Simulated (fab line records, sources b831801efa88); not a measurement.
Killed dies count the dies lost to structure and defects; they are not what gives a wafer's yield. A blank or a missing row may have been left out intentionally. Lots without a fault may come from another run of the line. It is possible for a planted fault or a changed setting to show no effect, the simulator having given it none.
The same fault as seen by 2 desks	flow sky130	every desk sees just its own numbers, and what lay behind them comes last

== DESK OF THE TOOL OWNER: pvd-sputter-03 ==
At SKY_METAL3_SPUTTER_01 (material TiN, target thk 20 nm, time 16.7 s) the tool's own readings: per lot run on this tool, the mean of the sampled wafers that have a number. If a lot's mean is further than 4 standard deviations from the usual mean, the lot is out of limits and carries the mark OUT (the distance appears in the brackets).
Columns: A = cathode-dc-power-W at SKY_METAL3_SPUTTER_01, usual 6500.0 W; B = chamber-pressure-pa at SKY_METAL3_SPUTTER_01, usual 0.3999 Pa; C = throttle-valve-pct at SKY_METAL3_SPUTTER_01, usual 31.0 %
lot	first seen here	A	B	C
L427	day 37 00:31	6500.3	0.3999	31.3
L432	day 38 21:32	6499.8	0.3997	30.6
L447	day 43 06:11	6500.3	0.4000	30.6
L448	day 43 07:59	6499.3	0.3999	31.2
This desk found nothing out of limits on any of the 4 lots.

== THE METROLOGY DESK ==
Means of the sampled wafers that have a number, per lot and without regard to the tool the lot ran on: this is what the gauges read. If a lot's mean is further than 4 standard deviations from the usual mean, the lot is out of limits and carries the mark OUT (the distance appears in the brackets).
Columns: A = LI_CONTACT_W_RS at SKY_LI_CONTACT_RS_MEAS_22, usual 0.280 ohm/sq
lot	first seen here	A
L425	day 29 05:46	0.278
L427	day 29 21:12	0.281
L430	day 30 23:11	0.279
L431	day 31 15:53	0.281
L432	day 31 21:39	0.280
L434	day 32 06:19	0.284
L439	day 35 06:26	0.277
L443	day 35 11:23	0.278
L446	day 36 00:07	0.278
L447	day 36 14:31	0.281
L448	day 36 16:50	0.275
This desk found nothing out of limits on any of the 11 lots.

== ALL TOGETHER ==
Nothing out of limits was seen by the tool owner's desk.
Metrology desk: nothing out of limits seen.

== WHAT THE SIMULATOR PUT IN ==
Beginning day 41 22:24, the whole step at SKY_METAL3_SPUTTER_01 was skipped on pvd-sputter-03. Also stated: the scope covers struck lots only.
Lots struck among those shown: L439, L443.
